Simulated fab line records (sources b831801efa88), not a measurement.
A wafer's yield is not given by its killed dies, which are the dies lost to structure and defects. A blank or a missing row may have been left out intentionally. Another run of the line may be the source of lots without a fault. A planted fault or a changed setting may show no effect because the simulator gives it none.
2 desks looking at one fault | flow gf180mcu | each desk has only its own numbers; what lay behind them comes last

FOR THE TOOL OWNER'S DESK: hdpcvd-01
The tool's own readings at GF_V2_CVD_00 (deposits SiO2, target thk 600 nm, time 100 s): means of the sampled wafers that have a number, for each lot that ran on this tool. A lot is out of limits, marked OUT, if its mean lies more than 4 standard deviations from the usual mean; the brackets give that distance.
Columns: A = pressure_mtorr at GF_V2_CVD_00, usual 5.999 mTorr; B = run_length_s at GF_V2_CVD_00, usual 128.0 s
lot  | first seen here | A     | B
L816 | day 19 04:03    | 5.992 | 128.0
L819 | day 20 08:34    | 6.000 | 128.0
L820 | day 20 19:28    | 5.998 | 127.5
L821 | day 21 02:25    | 6.004 | 127.8
L825 | day 22 21:46    | 5.991 | 128.0
L826 | day 23 00:46    | 5.993 | 127.6
L827 | day 23 16:10    | 5.996 | 127.8
L828 | day 24 01:37    | 5.989 | 127.4
L829 | day 24 06:58    | 5.994 | 127.4
This desk's verdict: no lot among the 9 shows anything out of limits.

AT THE METROLOGY DESK
What the gauges read for every lot (on any tool): the sampled wafers with a number, averaged. A lot is out of limits, marked OUT, if its mean lies more than 4 standard deviations from the usual mean; the brackets give that distance.
Columns: A = V1_W_THK at GF_V1_THK_MEAS_25, usual 361 nm; B = V2_BOW at GF_V2_BOW_MEAS_05, usual 102 um
lot  | first seen here | A   | B
L816 | day 18 02:57    | 360 | 91
L817 | day 18 10:49    | 355 | 102
L818 | day 18 21:44    | 362 | 112
L819 | day 19 06:19    | 362 | 99
L820 | day 19 17:37    | 353 | 109
L821 | day 20 00:50    | 354 | 98
L823 | day 21 00:18    | 359 | 106
L825 | day 21 20:51    | 358 | 102
L826 | day 22 00:24    | 367 | 109
L827 | day 22 15:56    | 355 | 92
L828 | day 23 01:49    | 362 | 106
L829 | day 23 07:23    | 356 | 102
L835 | day 25 03:51    | 361 | 73
L836 | day 25 12:10    | 358 | 79
L837 | day 25 18:59    | 358 | 63 (-4.9) OUT
Per this desk, out of limits: L837; the first was L837, day 26 17:16 (V2_BOW at GF_V2_BOW_MEAS_05). L816, L817, L818, L819, L820, L821, L823, L825, L826, L827, L828, L829, L835, L836 stayed within limits.

PUT TOGETHER
L837 would have let the metrology desk raise an alarm at day 26 17:16.
The tool owner's desk saw nothing out of limits.
The tool owner's desk has no number on record for L837.
Every lot named ran GF_V2_CVD_00 on hdpcvd-01.

WHAT WAS PUT IN BY THE SIMULATOR
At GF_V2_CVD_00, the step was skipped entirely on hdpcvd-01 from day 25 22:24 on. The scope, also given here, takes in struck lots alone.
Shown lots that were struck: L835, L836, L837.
Delay in hours, fault start to first out-of-limits reading, per desk: metrology desk 19.
